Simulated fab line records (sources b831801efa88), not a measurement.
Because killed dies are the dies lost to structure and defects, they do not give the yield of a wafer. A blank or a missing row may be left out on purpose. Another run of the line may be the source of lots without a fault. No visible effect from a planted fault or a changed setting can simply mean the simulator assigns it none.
fab line records	flow sfqLine
[record] lots = 6	wafers = 18	lastDay = 91
route steps=325 shown L0@12 L0V@16 M0@28
lots that met no fault: taken from a fault-free run of the same line
startH: hours from the record's first day to the start of the lot's first wafer shown	waitH: time in hours since the lot's previous step	" same as the row above	L1.1+2: a single row standing in for several wafers	- no value, or no start given	* or withheld: withheld	< > ~ a bound
route shown NAME@n: a module of which the file shows steps, and the number in the route of the first	usual: mean and standard deviation over wafers with no fault	same: alike in all rows	chamber/n: place in a boat	sites: the reading at each site	_std_site: their standard deviation	_edge_site: inner sites' mean taken away from outer sites' mean	radiusMm: how far each site lies from the wafer's centre	mask NAME#n: copy n	behind: the last tool/chamber to shape the wafer	hold: reason for holding the lot/hours on hold/outcome of the hold	device: whichever transistor did not switch (one of n, p or np)	end of line: the tests these same wafers got at the end of their route	a step given without rows: its recipe and nothing more	killed: the dies lost at the first sort to structure and to defects; this is not the yield of the wafer	map: the dies of a wafer, with x for killed, . for not killed, _ for no die there
set.NAME: the setting the step ran with; set.NAME@STEP: the setting that earlier step ran with	model.NAME: the simulator's own value behind a step, which no gauge read
lots seen at some steps along the route; tables by step, rows by wafer
services: from which hour (startH, from the record's first day; less than 0 if before it) a tool's chamber was out of use, for how many hours, and why
[[steps]]
[step SFQ_TRILAYER_L0_BARC_OPEN_METAL_ETCH_010]
[recipe] maskMaterial = PR	chemistry = O2	targetDepthNm = 125	target = BARC	icpW = 600	biasW = 80	pressureMtorr = 10	timeS = 40.12
[usual] biasW = 80.01/0.24	chamberPressureMTorr = 10.000/0.0093	drypumpMotorCurrentA = 6.0/0.5	oesProductAu = 0.697/0.0051
lot.wafer	tool	chamber	startH	waitH	biasW	chamberPressureMTorr	drypumpMotorCurrentA	oesProductAu	rfHoursCounterH
L565.1	rieMetal-04	0	124.04	0.1	79.90	9.995	6.2	0.702	16
L565.3	"	1	"	"	80.01	9.992	6.3	0.693	-
L565.5	"	0	"	"	80.22	9.987	6.2	0.699	-
L568.1	rieMetal-02	0	137.24	0.1	80.14	9.990	6.3	0.687	50
L568.4	"	0	"	"	79.96	10.014	6.3	0.691	-
L568.6	"	0	"	"	79.86	9.991	6.3	0.695	-
L572.2	rieMetal-04	1	162.49	0.1	79.78	9.988	6.3	0.697	130
L572.5	"	0	"	"	79.97	9.994	6.1	0.697	-
L572.6	"	1	"	"	80.26	10.002	6.2	0.698	-
L573.3	rieMetal-04	0	169.71	0.1	79.98	10.002	6.2	0.706	-
L573.4	"	1	"	"	79.95	9.993	6.2	0.702	-
L573.6	"	1	"	"	80.28	9.995	6.2	0.691	-
L579.1	rieMetal-04	0	208.59	0.1	80.15	9.990	6.2	0.710	27
L579.3	"	0	"	"	79.88	10.011	6.2	0.697	-
L579.5	"	1	"	"	79.69	10.008	6.2	0.695	-
L580.1	rieMetal-01	1	213.39	0.1	80.08	10.005	6.6	0.704	16
L580.5	"	1	"	"	80.45	10.009	6.6	0.698	-
L580.6	"	0	"	"	80.06	10.005	5.5	0.696	-
[step SFQ_TRILAYER_L0_ETCH_METAL_ETCH_008]
[recipe] target = MoNx_KI	stopOn = SiO2	maskMaterial = PR	chemistry = SF6/O2	targetDepthNm = 50	icpW = 600	biasW = 80	pressureMtorr = 10	timeS = 25
[usual] biasW = 79.97/0.24	chamberPressureMTorr = 10.000/0.01	drypumpMotorCurrentA = 6.0/0.5	oesProductAu = 0.876/0.007
lot.wafer	tool	chamber	startH	waitH	biasW	chamberPressureMTorr	drypumpMotorCurrentA	oesProductAu	rfHoursCounterH
L565.1	rieMetal-04	0	124.10	0.0	79.96	9.995	6.2	0.871	16
L565.3	"	1	"	"	79.72	10.010	6.2	0.868	-
L565.5	"	0	"	"	79.95	10.016	6.1	0.867	-
L568.1	rieMetal-02	0	137.30	0.0	79.94	9.990	6.3	0.890	50
L568.4	"	0	"	"	79.68	9.994	6.3	0.882	-
L568.6	"	0	"	"	80.02	10.010	6.3	0.884	-
L572.2	rieMetal-04	1	162.55	0.0	79.78	10.003	6.2	0.880	130
L572.5	"	0	"	"	80.27	10.001	6.2	0.871	-
L572.6	"	1	"	"	80.13	10.002	6.2	0.881	-
L573.3	rieMetal-04	0	169.76	0.0	80.17	10.010	6.2	0.868	-
L573.4	"	1	"	"	80.13	9.985	6.2	0.875	-
L573.6	"	1	"	"	80.36	10.005	6.2	0.868	-
L579.1	rieMetal-04	0	208.65	0.0	79.82	9.981	6.1	0.864	27
L579.3	"	0	"	"	80.05	9.993	6.2	0.871	-
L579.5	"	1	"	"	79.92	9.987	6.3	0.873	-
L580.1	rieMetal-01	1	213.45	0.0	80.01	10.017	6.6	0.880	16
L580.5	"	1	"	"	79.89	9.999	6.6	0.879	-
L580.6	"	0	"	"	79.53	10.004	5.5	0.881	-
[step SFQ_TRILAYER_L0_STRIP_STRIP_009]
[recipe] gas = O2	powerW = 200	platenTempC = 40	overashFraction = 0.65	chemistry = O2	pressureMtorr = 50
[step SFQ_TRILAYER_L0_STRIP_SOLV_CLEAN_010]
[recipe] chemistry = NMP	tempC = 70	timeS = 600
[step SFQ_TRILAYER_L0_CAP_PECVD_011]
[recipe] material = SiO2	tempC = 150	timeS = 13.333	pressureTorr = 2.4	rfW = 183.3	precursor = SiH4/N2O	targetThkNm = 60
[usual] chamberPressureTorr = 2.400/0.0056	heaterPowerW = 84/8.4	throttleValvePct = 25.3/1.4
lot.wafer	tool	chamber	startH	waitH	chamberPressureTorr	heaterPowerW	throttleValvePct
L565.1	pecvd-04	0	124.92	0.0	2.403	66	28.3
L565.3	"	2	"	"	2.390	88	24.5
L565.5	"	1	"	"	2.409	84	24.6
L568.1	pecvd-04	1	138.12	0.0	2.402	79	24.2
L568.4	"	1	"	"	2.406	85	24.3
L568.6	"	2	"	"	2.392	82	24.5
L572.2	pecvd-01	0	163.37	0.0	2.389	94	25.5
L572.5	"	0	"	"	2.391	96	25.6
L572.6	"	1	"	"	2.394	95	24.6
L573.3	pecvd-01	2	170.57	0.0	2.398	88	25.5
L573.4	"	2	"	"	2.401	88	25.4
L573.6	"	1	"	"	2.397	90	24.9
L579.1	pecvd-01	1	209.64	0.0	2.406	92	24.7
L579.3	"	2	"	"	2.401	85	25.4
L579.5	"	2	"	"	2.397	87	25.5
L580.1	pecvd-04	2	214.27	0.0	2.393	88	24.3
L580.5	"	2	"	"	2.400	90	24.1
L580.6	"	0	"	"	2.396	70	28.3
[step SFQ_TRILAYER_L0_VIA_LITHO_COAT_018]
[recipe] resist = BARC	spinRpm = 3000	resistThkNm = 62
[step SFQ_TRILAYER_L0_VIA_LITHO_COAT_013]
[recipe] resist = KrF	spinRpm = 3000	resistThkNm = 650
[step SFQ_TRILAYER_L0_VIA_LITHO_SOFTBAKE_017]
[recipe] tempC = withheld	timeS = withheld	resist = KrF
[step SFQ_TRILAYER_L0_VIA_LITHO_EXPOSE_014]
[recipe] maskId = L0V	na = 0.6	sourceShape = conventional	sigmaOuter = 0.65	targetCdNm = 700	doseMj = 21.3
[step SFQ_TRILAYER_L0_VIA_LITHO_PEB_016]
[recipe] pebTempC = 116	pebTimeS = 60	resist = KrF
[step SFQ_TRILAYER_L0_VIA_LITHO_DEVELOP_015]
[recipe] timeS = 60	resist = KrF
[step SFQ_L0V_OVL_MEAS_903]
[usual] L0V_OVL = -2/5.1
lot.wafer	tool	chamber	startH	waitH	L0V_OVL[nm]
L565.1	overlay-02	-	229.24	0.1	4
L565.3	"	-	"	"	0
L565.5	"	-	"	"	4
L568.1	overlay-02	-	240.04	0.1	-9
L568.4	"	-	"	"	-4
L568.6	"	-	"	"	1
L572.2	overlay-01	-	268.97	0.1	9
L572.5	"	-	"	"	1
L572.6	"	-	"	"	0
L573.3	overlay-02	-	278.57	0.1	1
L573.4	"	-	"	"	-1
L573.6	"	-	"	"	5
L579.1	overlay-02	-	330.29	0.1	-10
L579.3	"	-	"	"	-9
L579.5	"	-	"	"	-8
L580.1	overlay-02	-	335.90	0.1	-3
L580.5	"	-	"	"	-8
L580.6	"	-	"	"	4
[step SFQ_TRILAYER_L0_VIA_BARC_OPEN_VIA_ETCH_021]
[recipe] maskMaterial = PR	chemistry = O2	targetDepthNm = 125	target = BARC	sourceW = 500	biasW = 80	pressureMtorr = 30	timeS = 41.7
[usual] biasW = 80.01/0.25	chamberPressureMTorr = 30.004/0.025	drypumpMotorCurrentA = 5.8/0.51	oesProductAu = 0.685/0.0045
lot.wafer	tool	chamber	startH	waitH	biasW	chamberPressureMTorr	drypumpMotorCurrentA	oesProductAu	rfHoursCounterH	model.KrF_of_TRILAYER_L0_VIA_LITHO_COAT_013.thkNm
L565.1	rieDiel-04	0	229.27	0.0	79.98	30.029	5.7	0.677	7	568.2
L565.3	"	2	"	"	80.01	30.009	6.5	0.689	1	572.5
L565.5	"	1	"	"	80.38	29.990	4.7	0.671	-	574.1
L568.1	rieDiel-03	3	240.07	0.0	80.18	30.002	5.9	0.684	19	575.3
L568.4	"	0	"	"	80.01	29.995	5.7	0.686	8	573.3
L568.6	"	2	"	"	80.11	30.026	5.6	0.680	-	572.3
L572.2	rieDiel-01	2	269.00	0.0	-	-	-	-	-	620.2
L572.5	"	2	"	"	-	-	-	-	-	622.9
L572.6	"	0	"	"	-	-	-	-	-	623.6
L573.3	rieDiel-03	2	278.60	0.0	-	-	-	-	-	625.6
L573.4	"	3	"	"	-	-	-	-	-	625.4
L573.6	"	0	"	"	-	-	-	-	-	625.5
L579.1	rieDiel-01	1	330.32	0.0	80.38	30.009	6.0	0.683	30	572.3
L579.3	"	3	"	"	80.45	29.997	6.2	0.691	119	574.8
L579.5	"	0	"	"	80.18	29.975	6.0	0.686	-	572.2
L580.1	rieDiel-03	0	335.93	0.0	79.88	29.963	5.7	0.687	9	572.6
L580.5	"	3	"	"	80.30	30.000	5.9	0.689	-	572.2
L580.6	"	2	"	"	79.98	29.984	5.7	0.680	-	572.4
[step SFQ_TRILAYER_L0_VIA_ETCH_VIA_ETCH_016]
[recipe] target = SiO2	stopOn = MoNx_KI	maskMaterial = PR	chemistry = CHF3	targetDepthNm = 80	sourceW = 500	biasW = 80	pressureMtorr = 30	timeS = withheld
[usual] biasW = 79.99/0.25	chamberPressureMTorr = 30.004/0.024	drypumpMotorCurrentA = 5.8/0.51	oesProductAu = 0.841/0.0081
lot.wafer	tool	chamber	startH	waitH	biasW	chamberPressureMTorr	drypumpMotorCurrentA	oesProductAu	model.KrF_of_TRILAYER_L0_VIA_LITHO_COAT_013.thkNm
L565.1	rieDiel-04	0	229.31	0.0	79.69	30.006	5.7	0.824	554.3
L565.3	"	2	"	"	80.19	30.005	6.6	0.826	558.9
L565.5	"	1	"	"	80.37	30.005	4.7	0.841	560.6
L568.1	rieDiel-03	3	240.11	0.0	80.05	29.990	5.9	0.839	561.6
L568.4	"	0	"	"	80.10	30.025	5.7	0.857	559.5
L568.6	"	2	"	"	79.94	30.033	5.7	0.845	558.6
L572.2	rieDiel-01	2	269.04	0.0	80.07	29.998	6.4	0.372	606.3
L572.5	"	2	"	"	79.74	30.004	6.4	0.382	609
L572.6	"	0	"	"	80.01	30.005	5.9	0.383	609.7
L573.3	rieDiel-03	2	278.64	0.0	79.51	30.017	5.7	0.379	611.9
L573.4	"	3	"	"	80.03	30.013	5.9	0.374	611.6
L573.6	"	0	"	"	79.83	29.980	5.7	0.377	611.9
L579.1	rieDiel-01	1	330.36	0.0	79.72	30.008	6.0	0.833	558.2
L579.3	"	3	"	"	79.74	30.014	6.2	0.831	561.6
L579.5	"	0	"	"	79.89	29.997	5.9	0.841	558.1
L580.1	rieDiel-03	0	335.97	0.0	79.97	29.981	5.7	0.838	559
L580.5	"	3	"	"	79.53	30.055	5.9	0.846	558.5
L580.6	"	2	"	"	79.96	29.995	5.6	0.832	558.5
[step SFQ_TRILAYER_L0_VIA_STRIP_STRIP_017]
[recipe] gas = O2	powerW = 200	platenTempC = 40	overashFraction = 0.65	chemistry = O2	pressureMtorr = 50
[step SFQ_TRILAYER_L0_VIA_STRIP_SOLV_CLEAN_018]
[recipe] chemistry = NMP	tempC = 70	timeS = 600
[step SFQ_TRILAYER_M0_DEP_PRE_CLEAN_020]
[recipe] gas = Ar	timeS = 15	biasV = 250
[step SFQ_TRILAYER_M0_DEP_SPUTTER_019]
[recipe] material = Nb	basePressurePa = 1.33e-06	chamberPressurePa = 0.1333	substrateTempC = 20	resputterCathodeVoltageV = 400	targetThkNm = 200	powerW = 2000	timeS = 133.3
[usual] substrateTempC = 19.99/0.11	throttleValvePct = 30.5/1.1
lot.wafer	tool	chamber	startH	waitH	substrateTempC	throttleValvePct
L565.1	pvdSputter-04	-	230.76	0.0	19.84	28.0
L565.3	"	-	"	"	19.96	31.1
L565.5	"	-	"	"	20.05	29.3
L568.1	pvdSputter-04	-	241.13	0.0	20.13	31.1
L568.4	"	-	"	"	20.07	29.3
L568.6	"	-	"	"	20.02	29.4
L572.2	pvdSputter-05	-	270.06	0.0	19.80	31.0
L572.5	"	-	"	"	20.10	29.9
L572.6	"	-	"	"	20.07	31.8
L573.3	pvdSputter-04	-	279.48	0.0	19.88	30.7
L573.4	"	-	"	"	20.01	27.9
L573.6	"	-	"	"	20.01	31.0
L579.1	pvdSputter-03	-	331.21	0.0	20.01	31.1
L579.3	"	-	"	"	20.09	31.5
L579.5	"	-	"	"	20.00	31.2
L580.1	pvdSputter-04	-	337.42	0.0	19.95	27.8
L580.5	"	-	"	"	20.00	28.1
L580.6	"	-	"	"	20.06	31.0
[step SFQ_M0_RS_MEAS_904]
[recipe] thkMeasGauge = four-point-probe	reads = Nb_of_TRILAYER_M0_DEP_SPUTTER_019
[usual] M0_NB_RS = 0.891/0.0078
lot.wafer	tool	chamber	startH	waitH	M0_NB_RS[ohm/sq]
L565.1	filmMetro-01	-	230.85	0.0	0.892
L565.3	"	-	"	"	0.888
L565.5	"	-	"	"	0.887
L568.1	filmMetro-01	-	241.23	0.0	0.895
L568.4	"	-	"	"	0.895
L568.6	"	-	"	"	0.889
L572.2	filmMetro-04	-	270.18	0.1	0.896
L572.5	"	-	"	"	0.893
L572.6	"	-	"	"	0.887
L573.3	filmMetro-01	-	279.62	0.1	0.900
L573.4	"	-	"	"	0.908
L573.6	"	-	"	"	0.903
L579.1	filmMetro-01	-	331.30	0.0	0.892
L579.3	"	-	"	"	0.894
L579.5	"	-	"	"	0.891
L580.1	filmMetro-03	-	337.51	0.0	0.895
L580.5	"	-	"	"	0.902
L580.6	"	-	"	"	0.899
[step SFQ_TRILAYER_M0_LITHO_COAT_026]
[recipe] resist = BARC	spinRpm = 3000	resistThkNm = 62
[step SFQ_TRILAYER_M0_LITHO_COAT_021]
[recipe] resist = KrF	spinRpm = 3000	resistThkNm = 600
[step SFQ_TRILAYER_M0_LITHO_SOFTBAKE_025]
[recipe] tempC = withheld	timeS = withheld	resist = KrF
[step SFQ_TRILAYER_M0_LITHO_EXPOSE_022]
[recipe] maskId = M0	na = 0.6	sourceShape = conventional	sigmaOuter = 0.65	targetCdNm = 500	doseMj = 14.4
[usual] exposureDoseMJCm2 = 14.399/0.014	focusOffsetNm = 0.1/0.52
lot.wafer	tool	chamber	startH	waitH	mask	exposureDoseMJCm2	focusOffsetNm
L565.1	krfScanner-02	0	335.99	-	M0#0	14.410	0.4
L565.3	"	0	"	"	M0#0	14.406	0.5
L565.5	"	0	"	"	M0#0	14.395	0.1
L568.1	krfScanner-02	0	339.59	-	M0#0	14.421	0.1
L568.4	"	0	"	"	M0#0	14.393	0.0
L568.6	"	0	"	"	M0#0	14.393	0.7
L572.2	krfScanner-02	-	392.32	-	M0#0	-	-
L572.5	"	-	"	"	M0#0	-	-
L572.6	"	-	"	"	M0#0	-	-
L573.3	krfScanner-02	-	400.92	-	M0#0	-	-
L573.4	"	-	"	"	M0#0	-	-
L573.6	"	-	"	"	M0#0	-	-
L579.1	krfScanner-01	0	466.15	-	M0#0	14.391	-0.6
L579.3	"	0	"	"	M0#0	14.385	0.4
L579.5	"	0	"	"	M0#0	14.380	0.8
L580.1	krfScanner-01	0	473.35	-	M0#0	14.400	0.0
L580.5	"	0	"	"	M0#0	14.377	0.1
L580.6	"	0	"	"	M0#0	14.409	0.4
[step SFQ_TRILAYER_M0_LITHO_PEB_024]
[recipe] pebTempC = 115	pebTimeS = 60	resist = KrF
[step SFQ_TRILAYER_M0_LITHO_DEVELOP_023]
[recipe] timeS = 60	resist = KrF
[step SFQ_M0_OVL_MEAS_906]
[usual] M0_OVL = 1/5.5
lot.wafer	tool	chamber	startH	waitH	M0_OVL[nm]
L565.1	overlay-01	-	337.49	0.1	-5
L565.3	"	-	"	"	-2
L565.5	"	-	"	"	-2
L568.1	overlay-02	-	341.09	0.1	5
L568.4	"	-	"	"	0
L568.6	"	-	"	"	-3
L572.2	overlay-02	-	393.63	0.1	-
L572.5	"	-	"	"	-
L572.6	"	-	"	"	-
L573.3	overlay-02	-	402.03	0.1	-
L573.4	"	-	"	"	-
L573.6	"	-	"	"	-
L579.1	overlay-01	-	467.65	0.1	-4
L579.3	"	-	"	"	-5
L579.5	"	-	"	"	0
L580.1	overlay-02	-	474.85	0.1	-2
L580.5	"	-	"	"	-1
L580.6	"	-	"	"	-6
[step SFQ_TRILAYER_M0_BARC_OPEN_METAL_ETCH_031]
[recipe] maskMaterial = PR	chemistry = O2	targetDepthNm = 125	target = BARC	icpW = 600	biasW = 80	pressureMtorr = 10	timeS = 41.7
[usual] biasW = 80.00/0.25	chamberPressureMTorr = 10.000/0.0098	drypumpMotorCurrentA = 5.8/0.5	oesProductAu = 0.685/0.0048
lot.wafer	tool	chamber	startH	waitH	biasW	chamberPressureMTorr	drypumpMotorCurrentA	oesProductAu	rfHoursCounterH
L565.1	rieMetal-03	0	337.52	0.0	80.07	10.012	5.5	0.685	11
L565.3	"	0	"	"	79.93	9.998	5.5	0.687	-
L565.5	"	0	"	"	79.89	9.997	5.5	0.682	-
L568.1	rieMetal-03	0	341.12	0.0	79.81	9.982	5.5	0.682	11
L568.4	"	1	"	"	80.35	10.003	5.2	0.679	-
L568.6	"	0	"	"	79.54	10.000	5.5	0.680	-
L572.2	rieMetal-04	0	393.66	0.0	80.06	10.022	6.2	0.694	50
L572.5	"	1	"	"	79.79	9.999	6.2	0.687	-
L572.6	"	0	"	"	80.49	10.002	6.2	0.689	-
L573.3	rieMetal-04	1	402.08	0.0	80.17	10.025	6.2	0.677	-
L573.4	"	0	"	"	80.12	10.002	6.2	0.675	-
L573.6	"	0	"	"	79.84	9.997	6.2	0.684	-
L579.1	rieMetal-03	0	467.68	0.0	79.77	9.994	5.5	0.692	26
L579.3	"	1	"	"	79.90	9.991	5.3	0.689	-
L579.5	"	1	"	"	79.79	9.997	5.2	0.690	-
L580.1	rieMetal-04	1	474.88	0.0	80.18	9.992	6.2	0.683	4
L580.5	"	1	"	"	80.32	10.000	6.2	0.685	-
L580.6	"	0	"	"	79.52	10.001	6.2	0.690	-
[step SFQ_TRILAYER_M0_ETCH_METAL_ETCH_024]
[recipe] target = Nb	stopOn = SiO2	maskMaterial = PR	chemistry = Cl2/Ar	targetDepthNm = 240	icpW = 600	biasW = 80	pressureMtorr = 10.49	timeS = 120
[usual] biasW = 79.97/0.24	chamberPressureMTorr = 10.489/0.01	drypumpMotorCurrentA = 5.8/0.49	oesProductAu = 0.893/0.006
lot.wafer	tool	chamber	startH	waitH	biasW	chamberPressureMTorr	drypumpMotorCurrentA	oesProductAu	rfHoursCounterH	model.M0.cdNm
L565.1	rieMetal-03	0	337.58	0.0	79.69	10.501	5.4	0.894	11	494.9
L565.3	"	0	"	"	79.86	10.482	5.5	0.895	-	495.3
L565.5	"	0	"	"	80.05	10.488	5.5	0.900	-	495
L568.1	rieMetal-03	0	341.18	0.0	79.91	10.475	5.5	0.888	11	497.2
L568.4	"	1	"	"	80.06	10.493	5.2	0.885	-	497.2
L568.6	"	0	"	"	79.99	10.480	5.5	0.895	-	497
L572.2	rieMetal-04	0	393.72	0.0	79.93	10.484	6.2	0.890	50	-
L572.5	"	1	"	"	80.10	10.498	6.2	0.891	-	4.921
L572.6	"	0	"	"	80.08	10.486	6.2	0.901	-	-
L573.3	rieMetal-04	1	402.16	0.1	80.44	10.478	6.2	0.893	-	2.907
L573.4	"	0	"	"	80.20	10.481	6.2	0.889	-	-
L573.6	"	0	"	"	79.70	10.497	6.2	0.889	-	2.011
L579.1	rieMetal-03	0	467.74	0.0	80.10	10.503	5.5	0.895	27	495.7
L579.3	"	1	"	"	79.94	10.480	5.2	0.895	-	496.3
L579.5	"	1	"	"	80.18	10.482	5.2	0.899	-	496.5
L580.1	rieMetal-04	1	474.94	0.0	80.12	10.489	6.2	0.893	4	498.6
L580.5	"	1	"	"	79.79	10.498	6.2	0.892	-	496.8
L580.6	"	0	"	"	80.23	10.485	6.2	0.887	-	499.8
[step SFQ_TRILAYER_M0_STRIP_STRIP_025]
[recipe] gas = O2	powerW = 200	platenTempC = 40	overashFraction = 0.65	chemistry = O2	pressureMtorr = 50
[[services]]
tool	chamber	startH	hours	kind
krfScanner-02	-	101.54	1.0	pm
krfScanner-02	-	146.67	4.0	pm
rieMetal-03	1	172.46	19.3	repair
rieDiel-01	1	189.77	7.7	repair
krfScanner-02	-	215.49	0.8	pm
rieDiel-03	-	216.05	0.1	repair
rieMetal-03	-	241.87	0.2	repair
krfScanner-02	-	261.34	1.3	pm
rieDiel-01	1	264.84	8.5	repair
krfScanner-02	-	269.96	1.0	pm
pvdSputter-04	-	270.91	3.5	repair
rieDiel-01	0	271.13	18.2	repair
rieDiel-01	1	286.19	11.4	repair
rieDiel-01	3	298.69	7.6	repair
rieDiel-03	3	328.63	7.2	repair
rieDiel-03	1	333.36	13.7	repair
rieDiel-03	2	355.41	4.9	repair
rieMetal-04	1	356.45	7.3	repair
rieMetal-04	0	372.34	1.0	repair
rieDiel-03	3	392.61	15.4	repair
rieDiel-03	-	430.01	0.2	repair
rieMetal-04	-	438.10	2.8	pm
rieDiel-03	3	440.10	2.7	repair
rieDiel-03	1	442.72	7.8	repair
[[key]]
[firstSign] step = SFQ_TRILAYER_L0_VIA_BARC_OPEN_VIA_ETCH_021	reading = toolRecord	direction = missing
[effect] step = SFQ_TRILAYER_L0_VIA_ETCH_VIA_ETCH_016	reading = oesProductAu	direction = down	sigmas = 57	usual = 0.841	struck = 0.378
[effect] step = SFQ_TRILAYER_M0_LITHO_EXPOSE_022	reading = toolRecord	direction = missing
[effect] step = SFQ_M0_OVL_MEAS_906	reading = M0_OVL	direction = missing
[modelEffect] step = SFQ_TRILAYER_L0_VIA_BARC_OPEN_VIA_ETCH_021	value = KrF_of_TRILAYER_L0_VIA_LITHO_COAT_013.thkNm	without = 573	struck = 623.9
[modelEffect] step = SFQ_TRILAYER_L0_VIA_ETCH_VIA_ETCH_016	value = KrF_of_TRILAYER_L0_VIA_LITHO_COAT_013.thkNm	without = 559.2	struck = 610.1
[modelEffect] step = SFQ_TRILAYER_M0_ETCH_METAL_ETCH_024	value = M0.cdNm	without = 503	struck = 3.279
metAt SFQ_TRILAYER_L0_VIA_BARC_OPEN_VIA_ETCH_021
struckWafers L572.2,L572.5,L572.6,L573.3,L573.4,L573.6
onsetBetween 240.07 269.00
[fault] kind = skippedStepWhole	tool = rieDiel-01,rieDiel-03	chamber = -	onsetH = 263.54	steps = SFQ_TRILAYER_L0_VIA_BARC_OPEN_VIA_ETCH_021	scope = struckLotsOnly
